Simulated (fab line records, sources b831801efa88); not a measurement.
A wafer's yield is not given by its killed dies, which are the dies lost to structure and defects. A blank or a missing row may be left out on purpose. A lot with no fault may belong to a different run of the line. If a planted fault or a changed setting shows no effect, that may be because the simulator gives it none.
Which tool is to blame? :: flow gf180mcu :: 7 lots, 21 wafers sampled, at 2 steps of a route of 602

## WHAT THE GAUGES READ, wafer by wafer
GF_STI_CD_MEAS_12: the cd target is 220 nm.
lot: L660
measured: day 2 06:45
on: cd-sem-02
cd-nm (nm): 219.6 219.1 219.9

lot: L663
measured: day 2 23:34
on: cd-sem-01
cd-nm (nm): 220.5 221.0 221.3

lot: L665
measured: day 3 08:45
on: cd-sem-01
cd-nm (nm): 221.4 220.2 220.6

lot: L667
measured: day 3 19:54
on: cd-sem-02
cd-nm (nm): 219.1 218.8 219.4

lot: L669
measured: day 4 05:12
on: cd-sem-02
cd-nm (nm): 221.1 219.6 220.0

lot: L677
measured: day 5 22:07
on: cd-sem-02
cd-nm (nm): 210.1 210.4 210.0

lot: L682
measured: day 7 00:00
on: cd-sem-01
cd-nm (nm): 223.5 222.9 221.1

## TOOL THAT RAN EACH LOT (tool first, then ch and the chambers of the sampled wafers, then the start)
lot: L660
GF_STI_SOFTBAKE_08: litho-track-04 ch 0, day 2 01:08

lot: L663
GF_STI_SOFTBAKE_08: litho-track-03 ch 0, day 2 16:52

lot: L665
GF_STI_SOFTBAKE_08: litho-track-04 ch 0, day 3 02:33

lot: L667
GF_STI_SOFTBAKE_08: litho-track-04 ch 0, day 3 12:47

lot: L669
GF_STI_SOFTBAKE_08: litho-track-01 ch 0, day 3 22:40

lot: L677
GF_STI_SOFTBAKE_08: litho-track-04 ch 0, day 5 15:08

lot: L682
GF_STI_SOFTBAKE_08: litho-track-03 ch 0, day 6 16:29
- GF_STI_SOFTBAKE_08: time 60 s.

## THE ANSWER, worked out from the rows above alone
Rule: what is usual is taken from the lots themselves. Put in order of their means at a reading, lots are off if they are a third of the lots or fewer, leave a main group of 4 or more, and stand apart from it by a gap of 3 or more times the standard deviation of the main group's means; of several such gaps the widest counts. The tables above print the reading to a certain number of digits; a main group whose means all agree to those digits is not used. A lot without any number at a reading at which 4 lots or more have one is off too. All remaining lots with rows at the step are treated as sound.
Off: L677 (GF_STI_CD_MEAS_12, cd-nm). The main group: mean 220.5 nm, standard deviation 1.1.
If a tool, at a process step before that reading, ran all the lots that are off and no sound lot after the first of them, it fits. The gauges at GF_STI_CD_MEAS_12 are tried like those tools. 2 tools fit, litho-track-04 at GF_STI_SOFTBAKE_08 and cd-sem-02 at GF_STI_CD_MEAS_12, so this cannot tell which one it is.

## WHAT THE SIMULATOR HAD INSERTED
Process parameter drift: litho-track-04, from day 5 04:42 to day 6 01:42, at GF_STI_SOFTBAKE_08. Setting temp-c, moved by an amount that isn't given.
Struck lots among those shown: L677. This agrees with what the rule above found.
